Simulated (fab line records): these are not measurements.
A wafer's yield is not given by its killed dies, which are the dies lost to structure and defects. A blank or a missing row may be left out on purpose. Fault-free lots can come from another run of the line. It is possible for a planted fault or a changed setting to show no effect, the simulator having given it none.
fab line records	flow sfq_line
record: lots: 6	wafers: 18	last_day: 95
route steps=325 shown I3@141 M4@148
lots with no fault: from the same line, run without faults
start_h: the number of hours between the record's first day and the start of the first shown wafer of the lot	wait_h: time in hours since the lot's previous step	" unchanged from the row above	L1.1+2: a single row standing in for several wafers	- no value, or no start was given	* or withheld: withheld	< > ~ a bound
route shown NAME@n: a module of which the file shows steps, and the number in the route of the first	usual: mean and standard deviation over wafers with no fault	same: alike in all rows	chamber/n: place in a boat	sites: per-site readings	_std_site: standard deviation of those values	_edge_site: inner sites' mean taken away from outer sites' mean	radius_mm: for every site, how far away it sits from the centre of the wafer	mask NAME#n: copy n	behind: the last tool/chamber to shape the wafer	hold: the reason the lot was held/the length of the hold in hours/how it ended	device: the transistor (n, p or np) that didn't switch	end of line: the route-end tests of the same wafers	a step with no rows: only its recipe	killed: not the wafer's yield, but the dies lost to structure and defects at the first sort	map: a wafer's dies, marking killed ones x, the rest . and places with no die _
set.NAME: the setting that was run; set.NAME@STEP: the one run at that earlier step	model.NAME: the simulator's own value behind a step, which no gauge read
lots at selected steps of the route; one table per step, one row per wafer
services: the hour from which a tool's chamber was out of use, counted from the record's first day as start_h (under 0 if before that day), plus the number of hours and why
== steps ==
step: SFQ_TRILAYER_I3_VIA_LITHO_PEB_088
recipe: peb_temp_c: 115	peb_time_s: 60	resist: KrF
step: SFQ_TRILAYER_I3_VIA_LITHO_DEVELOP_087
recipe: time_s: 60	resist: KrF
step: SFQ_I3_OVL_MEAS_923
usual: I3_OVL: 1/6
lot.wafer	tool	chamber	start_h	wait_h	I3_OVL[nm]
L833.2	overlay-02	-	1181.98	0.1	7
L833.3	"	-	"	"	6
L833.5	"	-	"	"	2
L839.1	overlay-01	-	1272.85	0.1	-4
L839.3	"	-	"	"	-6
L839.4	"	-	"	"	3
L841.4	overlay-01	-	1280.06	0.1	-5
L841.5	"	-	"	"	-9
L841.6	"	-	"	"	-4
L851.2	overlay-01	-	1349.90	0.1	1
L851.4	"	-	"	"	-4
L851.6	"	-	"	"	0
L852.1	overlay-01	-	1354.70	0.1	5
L852.5	"	-	"	"	5
L852.6	"	-	"	"	13
L854.1	overlay-02	-	1365.50	0.1	-2
L854.3	"	-	"	"	1
L854.6	"	-	"	"	-7
step: SFQ_TRILAYER_I3_VIA_BARC_OPEN_VIA_ETCH_121
recipe: mask_material: PR	chemistry: O2	target_depth_nm: 125	target: BARC	source_w: 500	bias_w: 80	pressure_mtorr: 30	time_s: 41.7
usual: drypump_motor_current_A: 5.4/0.42	oes_product_au: 0.685/0.0045
lot.wafer	tool	chamber	start_h	wait_h	drypump_motor_current_A	oes_product_au	rf_hours_counter_h
L833.2	rie_diel-04	1	1182.01	0.0	5.8	0.691	19
L833.3	"	3	"	"	5.5	0.679	4
L833.5	"	3	"	"	5.4	0.684	-
L839.1	rie_diel-04	2	1272.88	0.0	4.9	0.698	19
L839.3	"	3	"	"	5.5	0.684	6
L839.4	"	0	"	"	5.0	0.682	-
L841.4	rie_diel-01	2	1280.08	0.0	6.3	0.683	10
L841.5	"	2	"	"	6.3	0.685	-
L841.6	"	3	"	"	5.6	0.687	-
L851.2	rie_diel-04	0	1349.93	0.0	5.0	0.677	10
L851.4	"	1	"	"	5.9	0.690	1
L851.6	"	1	"	"	5.8	0.680	-
L852.1	rie_diel-02	3	1354.73	0.0	4.9	0.688	0
L852.5	"	0	"	"	5.6	0.698	-
L852.6	"	1	"	"	4.9	0.686	-
L854.1	rie_diel-02	0	1365.53	0.0	5.6	0.688	12
L854.3	"	1	"	"	4.9	0.680	16
L854.6	"	0	"	"	5.6	0.689	-
step: SFQ_TRILAYER_I3_VIA_ETCH_VIA_ETCH_088
recipe: target: SiO2	stop_on: Nb	mask_material: PR	taper_deg: 20	chemistry: CHF3	target_depth_nm: 260	source_w: 500	bias_w: 80	pressure_mtorr: 30	time_s: withheld
usual: drypump_motor_current_A: 5.4/0.41	oes_product_au: 0.856/0.0054
lot.wafer	tool	chamber	start_h	wait_h	drypump_motor_current_A	oes_product_au
L833.2	rie_diel-04	1	1182.05	0.0	5.8	0.849
L833.3	"	3	"	"	5.4	0.862
L833.5	"	3	"	"	5.4	0.855
L839.1	rie_diel-04	2	1272.92	0.0	4.9	0.850
L839.3	"	3	"	"	5.4	0.859
L839.4	"	0	"	"	5.0	0.858
L841.4	rie_diel-01	2	1280.12	0.0	6.3	0.858
L841.5	"	2	"	"	6.3	0.839
L841.6	"	3	"	"	5.6	0.867
L851.2	rie_diel-04	0	1349.97	0.0	5.0	0.854
L851.4	"	1	"	"	5.9	0.864
L851.6	"	1	"	"	5.9	0.857
L852.1	rie_diel-02	3	1354.77	0.0	4.9	0.854
L852.5	"	0	"	"	5.6	0.858
L852.6	"	1	"	"	4.9	0.851
L854.1	rie_diel-02	0	1365.57	0.0	5.6	0.860
L854.3	"	1	"	"	4.9	0.847
L854.6	"	0	"	"	5.6	0.864
step: SFQ_TRILAYER_I3_VIA_STRIP_STRIP_089
recipe: gas: O2	power_w: 200	platen_temp_c: 40	overash_fraction: 0.65	chemistry: O2	pressure_mtorr: 50
step: SFQ_TRILAYER_I3_VIA_STRIP_SOLV_CLEAN_090
recipe: chemistry: NMP	temp_c: 70	time_s: 600
step: SFQ_TRILAYER_M4_DEP_PRE_CLEAN_092
recipe: gas: Ar	time_s: 22.5	bias_v: 250
step: SFQ_TRILAYER_M4_DEP_SPUTTER_091
recipe: material: Nb	base_pressure_pa: 1.33e-06	chamber_pressure_pa: 0.1333	substrate_temp_c: 20	resputter_cathode_voltage_v: 400	target_thk_nm: 200	power_w: 2000	time_s: 133.3
usual: throttle_valve_pct: 30.5/0.96
lot.wafer	tool	chamber	start_h	wait_h	throttle_valve_pct
L833.2	pvd_sputter-03	-	1183.14	0.0	30.0
L833.3	"	-	"	"	30.0
L833.5	"	-	"	"	30.8
L839.1	pvd_sputter-06	-	1273.85	0.0	33.0
L839.3	"	-	"	"	30.3
L839.4	"	-	"	"	30.9
L841.4	pvd_sputter-03	-	1281.04	0.0	29.6
L841.5	"	-	"	"	29.7
L841.6	"	-	"	"	30.0
L851.2	pvd_sputter-03	-	1350.89	0.0	29.7
L851.4	"	-	"	"	29.6
L851.6	"	-	"	"	29.9
L852.1	pvd_sputter-04	-	1355.69	0.0	29.6
L852.5	"	-	"	"	30.8
L852.6	"	-	"	"	29.3
L854.1	pvd_sputter-03	-	1366.49	0.0	29.6
L854.3	"	-	"	"	31.0
L854.6	"	-	"	"	31.1
step: SFQ_M4_RS_MEAS_924
recipe: thk_meas_gauge: four-point-probe	reads: Nb_of_TRILAYER_M4_DEP_SPUTTER_091
usual: M4_NB_RS: 0.885/0.012
lot.wafer	tool	chamber	start_h	wait_h	M4_NB_RS[ohm/sq]
L833.2	film_metro-01	-	1183.25	0.1	0.892
L833.3	"	-	"	"	0.886
L833.5	"	-	"	"	0.890
L839.1	film_metro-03	-	1273.95	0.0	0.879
L839.3	"	-	"	"	0.894
L839.4	"	-	"	"	0.903
L841.4	film_metro-03	-	1281.19	0.1	0.893
L841.5	"	-	"	"	0.895
L841.6	"	-	"	"	0.889
L851.2	film_metro-01	-	1351.00	0.1	0.893
L851.4	"	-	"	"	0.891
L851.6	"	-	"	"	0.897
L852.1	film_metro-03	-	1355.78	0.0	0.890
L852.5	"	-	"	"	0.894
L852.6	"	-	"	"	0.889
L854.1	film_metro-04	-	1366.58	0.0	0.883
L854.3	"	-	"	"	0.889
L854.6	"	-	"	"	0.893
step: SFQ_TRILAYER_M4_LITHO_COAT_098
recipe: resist: BARC	spin_rpm: 3000	resist_thk_nm: 62
step: SFQ_TRILAYER_M4_LITHO_COAT_093
recipe: resist: KrF	spin_rpm: 3000	resist_thk_nm: 600
usual: spin_speed_rpm: 2999.8/1.9
lot.wafer	tool	chamber	start_h	wait_h	spin_speed_rpm	model.KrF_of_TRILAYER_M4_LITHO_COAT_093.thk_nm
L833.2	litho_track-03	0	1183.76	0.2	2997.9	601.9
L833.3	"	0	"	"	3000.6	602
L833.5	"	0	"	"	3000.2	604.6
L839.1	litho_track-03	0	1274.43	0.2	2997.6	601.1
L839.3	"	0	"	"	3003.5	601.1
L839.4	"	0	"	"	2997.7	599.3
L841.4	litho_track-03	0	1281.76	0.2	2999.0	598.3
L841.5	"	0	"	"	2999.6	595.8
L841.6	"	0	"	"	2999.5	597.4
L851.2	litho_track-03	0	1351.51	0.2	2841.2	615.2
L851.4	"	0	"	"	2845.4	615.4
L851.6	"	0	"	"	2843.5	614
L852.1	litho_track-03	0	1356.26	0.2	2844.4	617.5
L852.5	"	0	"	"	2841.9	617.4
L852.6	"	0	"	"	2837.1	615.4
L854.1	litho_track-02	0	1367.06	0.2	3003.2	603.5
L854.3	"	0	"	"	3001.1	599.7
L854.6	"	0	"	"	2997.9	602.1
step: SFQ_TRILAYER_M4_LITHO_SOFTBAKE_097
recipe: temp_c: withheld	time_s: withheld	resist: KrF
step: SFQ_TRILAYER_M4_LITHO_EXPOSE_094
recipe: mask_id: M4	na: 0.6	source_shape: conventional	sigma_outer: 0.65	target_cd_nm: 500	dose_mj: 14.4
step: SFQ_TRILAYER_M4_LITHO_PEB_096
recipe: peb_temp_c: 115	peb_time_s: 60	resist: KrF
step: SFQ_TRILAYER_M4_LITHO_DEVELOP_095
recipe: time_s: 60	resist: KrF
step: SFQ_M4_OVL_MEAS_926
usual: M4_OVL: 0/6
lot.wafer	tool	chamber	start_h	wait_h	M4_OVL[nm]
L833.2	overlay-01	-	1305.38	0.1	1
L833.3	"	-	"	"	0
L833.5	"	-	"	"	-2
L839.1	overlay-02	-	1400.09	0.1	-5
L839.3	"	-	"	"	-1
L839.4	"	-	"	"	-6
L841.4	overlay-02	-	1408.51	0.1	4
L841.5	"	-	"	"	4
L841.6	"	-	"	"	3
L851.2	overlay-01	-	1466.22	0.1	-12
L851.4	"	-	"	"	-5
L851.6	"	-	"	"	-10
L852.1	overlay-01	-	1471.02	0.1	0
L852.5	"	-	"	"	-5
L852.6	"	-	"	"	-8
L854.1	overlay-01	-	1484.34	0.1	3
L854.3	"	-	"	"	4
L854.6	"	-	"	"	6
step: SFQ_TRILAYER_M4_BARC_OPEN_METAL_ETCH_123
recipe: mask_material: PR	chemistry: O2	target_depth_nm: 125	target: BARC	icp_w: 600	bias_w: 80	pressure_mtorr: 10	time_s: 41.7
usual: drypump_motor_current_A: 5.5/0.39	oes_product_au: 0.685/0.0045
lot.wafer	tool	chamber	start_h	wait_h	drypump_motor_current_A	oes_product_au	rf_hours_counter_h
L833.2	rie_metal-03	1	1305.41	0.0	5.8	0.683	0
L833.3	"	1	"	"	5.8	0.687	-
L833.5	"	1	"	"	5.8	0.684	-
L839.1	rie_metal-03	0	1400.13	0.0	5.5	0.682	40
L839.3	"	1	"	"	5.8	0.683	-
L839.4	"	0	"	"	5.5	0.682	-
L841.4	rie_metal-04	1	1408.55	0.0	5.2	0.683	-
L841.5	"	1	"	"	5.1	0.686	-
L841.6	"	0	"	"	5.3	0.689	-
L851.2	rie_metal-03	1	1466.25	0.0	5.8	0.688	20
L851.4	"	1	"	"	5.8	0.682	-
L851.6	"	0	"	"	5.5	0.687	-
L852.1	rie_metal-04	1	1471.05	0.0	5.2	0.679	18
L852.5	"	1	"	"	5.2	0.682	-
L852.6	"	0	"	"	5.3	0.683	-
L854.1	rie_metal-02	1	1484.38	0.0	6.4	0.688	17
L854.3	"	1	"	"	6.4	0.679	-
L854.6	"	1	"	"	6.4	0.683	-
step: SFQ_TRILAYER_M4_ETCH_METAL_ETCH_096
recipe: target: Nb	stop_on: SiO2	mask_material: PR	chemistry: Cl2/Ar	target_depth_nm: 240	icp_w: 600	bias_w: 80	pressure_mtorr: 10	time_s: 120
usual: drypump_motor_current_A: 5.5/0.4	oes_product_au: 0.897/0.008
lot.wafer	tool	chamber	start_h	wait_h	drypump_motor_current_A	oes_product_au	rf_hours_counter_h	model.KrF_of_TRILAYER_M4_LITHO_COAT_093.thk_nm
L833.2	rie_metal-03	1	1305.47	0.0	5.8	0.892	0	383.5
L833.3	"	1	"	"	5.8	0.899	-	383.1
L833.5	"	1	"	"	5.8	0.891	-	385.8
L839.1	rie_metal-03	0	1400.19	0.0	5.5	0.903	40	381
L839.3	"	1	"	"	5.8	0.893	-	380.5
L839.4	"	0	"	"	5.5	0.884	-	379.1
L841.4	rie_metal-04	1	1408.63	0.1	5.2	0.895	-	377.4
L841.5	"	1	"	"	5.2	0.895	-	375.4
L841.6	"	0	"	"	5.3	0.905	-	379.8
L851.2	rie_metal-03	1	1466.31	0.0	5.8	0.890	20	396.3
L851.4	"	1	"	"	5.8	0.892	-	395.8
L851.6	"	0	"	"	5.5	0.889	-	395.8
L852.1	rie_metal-04	1	1471.11	0.0	5.2	0.905	18	396.7
L852.5	"	1	"	"	5.2	0.884	-	394
L852.6	"	0	"	"	5.2	0.889	-	398.1
L854.1	rie_metal-02	1	1484.44	0.0	6.5	0.895	17	386.9
L854.3	"	1	"	"	6.4	0.897	-	383.3
L854.6	"	1	"	"	6.5	0.891	-	386.5
step: SFQ_TRILAYER_M4_STRIP_STRIP_097
recipe: gas: O2	power_w: 200	platen_temp_c: 40	overash_fraction: 0.65	chemistry: O2	pressure_mtorr: 50
usual: drypump_motor_current_A: 5.5/0.39	oes_product_au: 1.000/0.0068
lot.wafer	tool	chamber	start_h	wait_h	drypump_motor_current_A	oes_product_au	rf_hours_counter_h
L833.2	rie_metal-03	1	1305.59	0.1	5.8	1.009	0
L833.3	"	1	"	"	5.8	1.012	-
L833.5	"	1	"	"	5.8	0.999	-
L839.1	rie_metal-03	0	1400.31	0.1	5.5	1.001	40
L839.3	"	1	"	"	5.8	1.000	-
L839.4	"	0	"	"	5.5	0.995	-
L841.4	rie_metal-04	1	1408.91	0.2	5.2	0.999	-
L841.5	"	1	"	"	5.2	1.013	-
L841.6	"	0	"	"	5.2	0.993	-
L851.2	rie_metal-03	1	1466.44	0.1	5.8	1.000	20
L851.4	"	1	"	"	5.8	1.003	-
L851.6	"	0	"	"	5.5	1.006	-
L852.1	rie_metal-04	1	1471.24	0.1	5.2	1.010	18
L852.5	"	1	"	"	5.2	1.013	-
L852.6	"	0	"	"	5.2	0.990	-
L854.1	rie_metal-02	1	1484.56	0.1	6.4	0.988	17
L854.3	"	1	"	"	6.5	0.995	-
L854.6	"	1	"	"	6.4	1.005	-
== services ==
tool	chamber	start_h	hours	kind
rie_metal-03	0	1171.96	9.0	repair
rie_metal-04	-	1181.24	0.7	repair
pvd_sputter-03	-	1183.24	26.3	repair
rie_metal-04	-	1184.71	0.6	repair
rie_metal-04	0	1212.24	2.5	repair
pvd_sputter-03	-	1228.28	3.3	repair
rie_diel-04	-	1254.59	2.8	pm
rie_metal-04	1	1273.82	12.4	repair
rie_diel-01	2	1289.97	3.2	repair
rie_metal-03	-	1315.79	14.6	pm
rie_metal-04	-	1352.07	0.2	repair
rie_metal-04	-	1355.76	2.5	repair
rie_metal-02	-	1361.96	1.5	repair
rie_diel-01	1	1366.84	4.5	repair
rie_metal-03	-	1370.85	2.1	repair
rie_diel-01	3	1408.22	6.4	repair
pvd_sputter-03	-	1410.31	2.7	repair
rie_diel-04	2	1421.83	13.2	repair
rie_diel-02	-	1424.58	0.5	repair
rie_diel-04	1	1427.67	1.9	repair
pvd_sputter-03	-	1441.16	6.6	repair
rie_metal-02	-	1453.42	0.2	repair
rie_diel-02	3	1476.34	12.3	repair
rie_metal-03	0	1479.20	11.8	repair
== key ==
first_sign: step: SFQ_TRILAYER_M4_LITHO_COAT_093	reading: spin_speed_rpm	direction: down	sigmas: 85	usual: 2999.8	struck: 2842.2
effect none on later readings
model_effect: step: SFQ_TRILAYER_M4_LITHO_COAT_093	value: KrF_of_TRILAYER_M4_LITHO_COAT_093.thk_nm	without: 599.5	struck: 615.8
model_effect: step: SFQ_TRILAYER_M4_ETCH_METAL_ETCH_096	value: KrF_of_TRILAYER_M4_LITHO_COAT_093.thk_nm	without: 379.8	struck: 396.1
met_at SFQ_TRILAYER_M4_LITHO_COAT_093
struck_wafers L851.2,L851.4,L851.6,L852.1,L852.5,L852.6
onset_between 1281.76 1351.51
fault: kind: process_parameter_drift	tool: litho_track-03	chamber: -	onset_h: 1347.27	steps: SFQ_TRILAYER_M4_LITHO_COAT_093	channel: spin_rpm	offset: -156.79	shape: step	end_h: 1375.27	acts_in: these_recipes_only	stated: 3000
